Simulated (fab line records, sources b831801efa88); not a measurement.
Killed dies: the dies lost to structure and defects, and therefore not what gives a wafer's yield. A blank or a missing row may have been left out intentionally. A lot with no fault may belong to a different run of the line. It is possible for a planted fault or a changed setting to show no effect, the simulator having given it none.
Problem report in the 8D (eight disciplines) form, filled by code	flow gf180mcu	the parts of the form that need people (team, actions taken, sign-off) are left out

## 1. WHAT IS WRONG
strip-time-to-endpoint-s at GF_PSD_STRIP_10 reads a mean of 15.84 s on 6 wafers of 2 lots; wafers without a fault read 16.53 s with a standard deviation of 0.033. That puts it -21 standard deviations away from the usual mean.
The step: strips in O2/N2.
Earliest sighting: wafer L940.1 on plasma-asher-03 at day 16 16:49. The record has a number at this step for 39 wafers belonging to 13 lots. Rule for "out" (also "out of limits"): further than 4 standard deviations from the usual mean. The rest of the wafers with a number are treated as sound.

## 2. WHAT THIS IS AND IS NOT
question	is	is not
which readings at this step	strip-time-to-endpoint-s	drypump-motor-current-A, heater-power-w, oes-product-au
which lots	L940, L942	L934, L935, L936, L937, L944, L949, L951, L952, L954, L955, L956
which wafers of those lots	all that have a number	-
read on which tools	plasma-asher-01, plasma-asher-03	plasma-asher-02
when	from day 16 16:49	up to then (12 sound wafers); but 21 sound wafers of L944, L949, L951, L952, L954, L955, L956 came after

## 3. THE SUSPECTS, EACH WITH WHAT RULES IT OUT
Counting: any tool at a process step up to the reading is kept as a suspect provided that every lot that is out went through it and no sound lot did after the first of them.
- litho-track-02 at GF_PSD_COAT_02 (resist thk 1000 nm): ruled out as a lasting fault. The sound lots L951, L954, L955 went through it after L940, its earliest lot that is out (day 16 05:19).
Left after counting: nothing in the record.

## 4. THE CAUSE (what the simulator had put in)
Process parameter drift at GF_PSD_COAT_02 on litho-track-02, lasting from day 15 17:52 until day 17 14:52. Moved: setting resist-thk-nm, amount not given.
The count ruled it out by mistake, since the rule takes a fault to strike every lot its tool runs from the start of the fault on, and this one did not do so.

## 5. THE CHAIN OF EFFECTS, in route order
One row per reading whose mean, taken over the struck wafers that have a number, lies over 3 standard deviations from the usual. Only readings for which the record gives a usual standard deviation are gone through. hours: the time from each lot's start at the first step in this table that gives one to its start at this step, as a median over the lots. sigmas: the change in usual standard deviations.
hours	step	reading	usual	on struck wafers	change	sigmas
0	GF_PSD_STRIP_10	strip-time-to-endpoint-s	16.53 s	15.84	-0.69	-21
The process steps in it:
- GF_PSD_STRIP_10: strips in O2/N2.

## 6. HOW IT WOULD HAVE BEEN CAUGHT EARLIER
In this record no reading fell out of limits until day 16 16:49, 23 hours after the fault had begun at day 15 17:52.
Tool readings at GF_PSD_COAT_02 with a usual standard deviation given in the record: none out on any struck wafer, hence no alarm at a limit of 4 standard deviations on them.
